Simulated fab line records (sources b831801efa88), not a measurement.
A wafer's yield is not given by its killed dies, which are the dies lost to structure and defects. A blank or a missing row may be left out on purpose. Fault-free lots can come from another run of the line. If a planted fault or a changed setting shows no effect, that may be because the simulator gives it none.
fab line records | flow sfq_line
[record] lots = 7 wafers = 21 last_day = 95
route steps=325 shown M6@262 I6@266
lots that met no fault: from a run of the same line without faults
start_h: hours from the record's first day to the start of the lot's first wafer shown | wait_h: hours from the lot's prior step to this one | " repeats the value in the row above | L1.1+2: a row that stands for several wafers | - value missing, or start not given | * or withheld: withheld | < > ~ a bound
route shown NAME@n: a module of which the file shows steps, and the number in the route of the first | usual: the fault-free wafers' mean and standard deviation | same: alike in all rows | chamber/n: place in a boat | sites: per-site readings | _std_site: their standard deviation | _edge_site: the outer-site mean with the inner-site mean subtracted | radius_mm: for every site, how far away it sits from the centre of the wafer | mask NAME#n: copy n | behind: tool/chamber where the wafer was last shaped | hold: why the lot went on hold/how many hours it stayed there/how the hold came to an end | device: names the non-switching transistor (n, p or np) | end of line: at the end of the route, the tests of the same wafers | for a step that has no rows: nothing shown but its recipe | killed: the dies lost at the first sort to structure and to defects; this is not the yield of the wafer | map: a wafer's dies, x killed, . not, _ none there
set.NAME: setting as actually run; set.NAME@STEP: the setting as run at that earlier step | model.NAME: the simulator's own value behind a step, which no gauge read
a table for each step, a row for each wafer; lots at some steps of the route
services: the hour from which a tool's chamber was out of use, counted from the record's first day as start_h (under 0 if before that day), plus the number of hours and why
[[steps]]
[step SFQ_TRILAYER_M6_BARC_OPEN_METAL_ETCH_206]
[recipe] mask_material = PR chemistry = O2 target_depth_nm = 125 target = BARC icp_w = 600 bias_w = 80 pressure_mtorr = 10 time_s = 41.7
[usual] drypump_motor_current_A = 5.97/0.3 oes_product_au = 0.684/0.0048 rf_fwd_power_W = 593/3.2
// columns lot.wafer tool chamber start_h wait_h drypump_motor_current_A oes_product_au rf_fwd_power_W rf_hours_counter_h
L841.1 rie_metal-04 1 1741.47 0.0 6.34 0.678 589 47
L841.5 " 0 " " 5.71 0.689 594 -
L841.6 " 1 " " 6.37 0.688 594 -
L846.2 rie_metal-03 0 1799.35 0.0 6.34 0.681 596 -
L846.3 " 0 " " 6.33 0.689 597 -
L846.4 " 0 " " 6.34 0.684 596 -
L848.2 rie_metal-01 1 1804.63 0.0 5.85 0.684 593 75
L848.3 " 0 " " 5.63 0.687 588 -
L848.5 " 1 " " 5.89 0.681 593 -
L849.1 rie_metal-03 0 1805.83 0.0 6.36 0.679 596 55
L849.3 " 1 " " 5.83 0.688 596 -
L849.4 " 0 " " 6.35 0.684 596 -
L850.2 rie_metal-01 1 1807.03 0.0 5.87 0.693 593 75
L850.5 " 0 " " 5.65 0.684 591 -
L850.6 " 1 " " 5.88 0.685 594 -
L853.1 rie_metal-01 1 1938.73 0.0 5.89 0.689 597 88
L853.2 " 0 " " 5.65 0.679 586 58
L853.3 " 1 " " 5.91 0.692 596 -
L860.1 rie_metal-01 0 1986.53 0.0 5.63 0.679 586 63
L860.3 " 0 " " 5.64 0.681 591 -
L860.5 " 1 " " 5.87 0.685 596 -
[step SFQ_TRILAYER_M6_ETCH_METAL_ETCH_162]
[recipe] target = Nb stop_on = SiO2 mask_material = PR chemistry = Cl2/Ar target_depth_nm = 240 icp_w = 600 bias_w = 80 pressure_mtorr = 10 time_s = 120
[usual] drypump_motor_current_A = 6.0/0.3 oes_product_au = 0.896/0.0058 rf_fwd_power_W = 596.7/2.2
// columns lot.wafer tool chamber start_h wait_h drypump_motor_current_A oes_product_au rf_fwd_power_W rf_hours_counter_h
L841.1 rie_metal-04 1 1741.53 0.0 6.4 0.896 599.3 47
L841.5 " 0 " " 5.7 0.900 602.4 -
L841.6 " 1 " " 6.3 0.888 596.2 -
L846.2 rie_metal-03 0 1799.49 0.1 6.3 0.906 595.7 -
L846.3 " 0 " " 6.4 0.894 596.5 -
L846.4 " 0 " " 6.3 0.904 596.5 -
L848.2 rie_metal-01 1 1804.69 0.0 5.9 0.898 594.6 75
L848.3 " 0 " " 5.6 0.888 594.0 -
L848.5 " 1 " " 5.9 0.898 595.0 -
L849.1 rie_metal-03 0 1805.89 0.0 6.3 0.894 593.3 55
L849.3 " 1 " " 5.8 0.894 599.0 -
L849.4 " 0 " " 6.3 0.909 595.3 -
L850.2 rie_metal-01 1 1807.09 0.0 5.8 0.898 597.7 75
L850.5 " 0 " " 5.6 0.897 596.8 -
L850.6 " 1 " " 5.9 0.904 596.3 -
L853.1 rie_metal-01 1 1938.79 0.0 5.9 0.907 595.2 88
L853.2 " 0 " " 5.6 0.903 590.7 58
L853.3 " 1 " " 5.9 0.897 598.4 -
L860.1 rie_metal-01 0 1986.59 0.0 5.6 0.904 594.3 63
L860.3 " 0 " " 5.6 0.900 592.7 -
L860.5 " 1 " " 5.9 0.887 596.2 -
[step SFQ_TRILAYER_M6_STRIP_STRIP_163]
[recipe] gas = O2 power_w = 200 platen_temp_c = 40 overash_fraction = 0.65 chemistry = O2 pressure_mtorr = 50
[usual] drypump_motor_current_A = 5.96/0.3 oes_product_au = 1.000/0.0073
// columns lot.wafer tool chamber start_h wait_h drypump_motor_current_A oes_product_au rf_hours_counter_h
L841.1 rie_metal-04 1 1741.65 0.1 6.34 0.996 48
L841.5 " 0 " " 5.68 1.013 -
L841.6 " 1 " " 6.39 1.001 -
L846.2 rie_metal-03 0 1799.90 0.4 6.35 1.006 -
L846.3 " 0 " " 6.34 1.012 -
L846.4 " 0 " " 6.36 1.012 -
L848.2 rie_metal-01 1 1804.82 0.1 5.86 0.997 75
L848.3 " 0 " " 5.64 0.996 -
L848.5 " 1 " " 5.89 1.009 -
L849.1 rie_metal-03 0 1806.02 0.1 6.34 0.997 55
L849.3 " 1 " " 5.82 1.008 -
L849.4 " 0 " " 6.34 1.003 -
L850.2 rie_metal-01 1 1807.22 0.1 5.87 1.012 76
L850.5 " 0 " " 5.65 0.997 -
L850.6 " 1 " " 5.89 1.000 -
L853.1 rie_metal-01 1 1938.91 0.1 5.89 1.012 89
L853.2 " 0 " " 5.62 0.994 58
L853.3 " 1 " " 5.89 1.015 -
L860.1 rie_metal-01 0 1986.71 0.1 5.66 0.993 63
L860.3 " 0 " " 5.63 0.994 -
L860.5 " 1 " " 5.90 1.004 -
[step SFQ_TRILAYER_M6_STRIP_SOLV_CLEAN_164]
[recipe] chemistry = NMP temp_c = 70 time_s = 600
[step SFQ_TRILAYER_I6_DEP_PECVD_165]
[recipe] material = SiO2 temp_c = 150 time_s = 111.11 pressure_torr = 2.4 rf_w = 183.3 precursor = SiH4/N2O target_thk_nm = 500
[usual] heater_power_w = 90/18 rf_fwd_power_W = 182.4/0.6 throttle_valve_pct = 24.5/1.6
// columns lot.wafer tool chamber start_h wait_h heater_power_w rf_fwd_power_W since_wet_clean_h throttle_valve_pct
L841.1 pecvd-03 1 1742.43 0.0 90 182.8 42 22.8
L841.5 " 1 " " 95 183.2 - 22.9
L841.6 " 2 " " 95 182.2 - 21.7
L846.2 pecvd-03 2 1801.25 0.0 96 181.9 101 21.9
L846.3 " 0 " " 58 182.3 101 22.5
L846.4 " 2 " " 97 183.1 - 22.1
L848.2 pecvd-01 2 1805.59 0.0 80 182.8 858 23.2
L848.3 " 1 " " 84 182.2 858 23.4
L848.5 " 2 " " 84 182.8 - 23.6
L849.1 pecvd-03 2 1806.97 0.0 101 181.9 107 22.3
L849.3 " 0 " " 58 182.7 107 23.0
L849.4 " 1 " " 86 182.7 - 23.0
L850.2 pecvd-01 1 1807.99 0.0 96 182.4 861 23.6
L850.5 " 0 " " 81 181.9 - 26.6
L850.6 " 2 " " 74 182.9 - 23.6
L853.1 pecvd-01 0 1939.69 0.0 74 181.2 992 27.1
L853.2 " 2 " " 75 181.9 992 23.7
L853.3 " 1 " " 91 182.3 992 23.6
L860.1 pecvd-03 0 1987.49 0.0 66 183.1 287 23.3
L860.3 " 2 " " 93 182.6 287 22.4
L860.5 " 2 " " 97 182.8 - 22.6
[step SFQ_TRILAYER_I6_CMP_CMP_166]
[recipe] material = SiO2 down_force_psi = 3 platen_rpm = 60 pad_velocity_m_s = 0.94248
[step SFQ_I6_BOW_MEAS_941]
[recipe] mode = bow
[usual] I6_BOW = 7/12
// columns lot.wafer tool chamber start_h wait_h I6_BOW[um]
L841.1 film_metro-01 - 1745.51 1.0 1
L841.5 " - " " 12
L841.6 " - " " 21
L846.2 film_metro-01 - 1804.35 1.0 5
L846.3 " - " " -8
L846.4 " - " " 1
L848.2 film_metro-03 - 1809.57 2.5 12
L848.3 " - " " -5
L848.5 " - " " 15
L849.1 film_metro-03 - 1812.55 1.0 13
L849.3 " - " " 34
L849.4 " - " " 10
L850.2 film_metro-04 - 1814.44 1.5 6
L850.5 " - " " 7
L850.6 " - " " 6
L853.1 film_metro-01 - 1943.37 2.0 -5
L853.2 " - " " -12
L853.3 " - " " -17
L860.1 film_metro-03 - 1991.16 1.5 21
L860.3 " - " " 20
L860.5 " - " " 9
[step SFQ_TRILAYER_I6_METRO_MEASURE_167]
[usual] thk_nm = 200.1/0.93
// columns lot.wafer tool chamber start_h wait_h thk_nm
L841.1 film_metro-01 - 1745.63 0.1 199.3
L841.5 " - " " 200.5
L841.6 " - " " 199.8
L846.2 film_metro-01 - 1804.65 0.3 200.6
L846.3 " - " " 200.2
L846.4 " - " " 201.0
L848.2 film_metro-03 - 1809.87 0.3 200.0
L848.3 " - " " 200.4
L848.5 " - " " 200.8
L849.1 film_metro-03 - 1812.67 0.1 198.5
L849.3 " - " " 199.5
L849.4 " - " " 200.0
L850.2 film_metro-04 - 1814.74 0.3 200.2
L850.5 " - " " 201.0
L850.6 " - " " 201.8
L853.1 film_metro-01 - 1943.49 0.1 199.7
L853.2 " - " " 199.2
L853.3 " - " " 198.3
L860.1 film_metro-03 - 1991.28 0.1 198.7
L860.3 " - " " 199.1
L860.5 " - " " 200.5
[step SFQ_TRILAYER_I6_VIA_LITHO_COAT_174]
[recipe] resist = BARC spin_rpm = 3000 resist_thk_nm = 62
[step SFQ_TRILAYER_I6_VIA_LITHO_COAT_169]
[recipe] resist = KrF spin_rpm = 3000 resist_thk_nm = 650
[step SFQ_TRILAYER_I6_VIA_LITHO_SOFTBAKE_173]
[recipe] temp_c = withheld time_s = withheld resist = KrF
[step SFQ_TRILAYER_I6_VIA_LITHO_EXPOSE_170]
[recipe] mask_id = I6 na = 0.6 source_shape = conventional sigma_outer = 0.65 target_cd_nm = 700 dose_mj = 21.3
[step SFQ_TRILAYER_I6_VIA_LITHO_PEB_172]
[recipe] peb_temp_c = 115 peb_time_s = 60 resist = KrF
[usual] chill_plate_temp_C = 23.00/0.092 exhaust_pa = 45.0/0.94
// columns lot.wafer tool chamber start_h wait_h chill_plate_temp_C exhaust_pa
L841.1 litho_track-02 0 1859.52 1.0 23.01 44.6
L841.5 " 0 " " 22.95 44.5
L841.6 " 0 " " 23.04 44.1
L846.2 litho_track-03 0 1899.14 0.8 23.08 43.3
L846.3 " 0 " " 22.96 43.4
L846.4 " 0 " " 23.24 43.4
L848.2 litho_track-03 - 1904.82 0.8 - -
L848.3 " - " " - -
L848.5 " - " " - -
L849.1 litho_track-03 - 1909.59 1.0 - -
L849.3 " - " " - -
L849.4 " - " " - -
L850.2 litho_track-01 - 1912.02 0.8 - -
L850.5 " - " " - -
L850.6 " - " " - -
L853.1 litho_track-03 0 1950.01 1.0 22.96 43.7
L853.2 " 0 " " 23.13 44.8
L853.3 " 0 " " 23.04 44.1
L860.1 litho_track-02 0 2093.29 1.0 23.08 46.4
L860.3 " 0 " " 23.05 45.1
L860.5 " 0 " " 23.27 46.3
[step SFQ_TRILAYER_I6_VIA_LITHO_DEVELOP_171]
[recipe] time_s = 60 resist = KrF
[[services]]
// columns tool chamber start_h hours kind
rie_metal-01 1 1739.91 20.6 repair
pecvd-01 1 1746.14 2.4 repair
rie_metal-03 1 1763.47 5.0 repair
film_metro-03 - 1781.14 1.9 pm
film_metro-01 - 1801.70 0.6 pm
film_metro-03 - 1829.55 0.9 pm
rie_metal-03 - 1844.59 0.3 repair
film_metro-01 - 1862.45 0.4 pm
film_metro-01 - 1868.90 27.6 repair
film_metro-03 - 1874.24 1.2 pm
film_metro-03 - 1881.01 2.4 repair
rie_metal-01 1 1904.63 17.5 repair
pecvd-03 2 1906.58 10.4 repair
pecvd-03 0 1914.57 3.9 repair
film_metro-01 - 1938.99 0.5 pm
rie_metal-04 - 1940.87 0.6 repair
rie_metal-04 - 1942.94 0.1 repair
film_metro-01 - 1945.16 0.4 pm
rie_metal-03 1 1962.26 5.5 repair
pecvd-01 - 1962.58 0.7 repair
rie_metal-04 - 1965.90 2.8 pm
pecvd-03 1 1991.29 4.6 repair
film_metro-03 - 2026.14 0.4 pm
pecvd-03 - 2092.18 28.1 pm
[[key]]
[first_sign] step = SFQ_TRILAYER_I6_VIA_LITHO_PEB_172 reading = tool_record direction = missing
effect none on later readings
met_at SFQ_TRILAYER_I6_VIA_LITHO_PEB_172
struck_wafers L848.2,L848.3,L848.5,L849.1,L849.3,L849.4,L850.2,L850.5,L850.6
onset_between 1899.14 1904.82
[fault] kind = skipped_step_whole tool = litho_track-01,litho_track-03 chamber = - onset_h = 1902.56 steps = SFQ_TRILAYER_I6_VIA_LITHO_PEB_172 scope = struck_lots_only
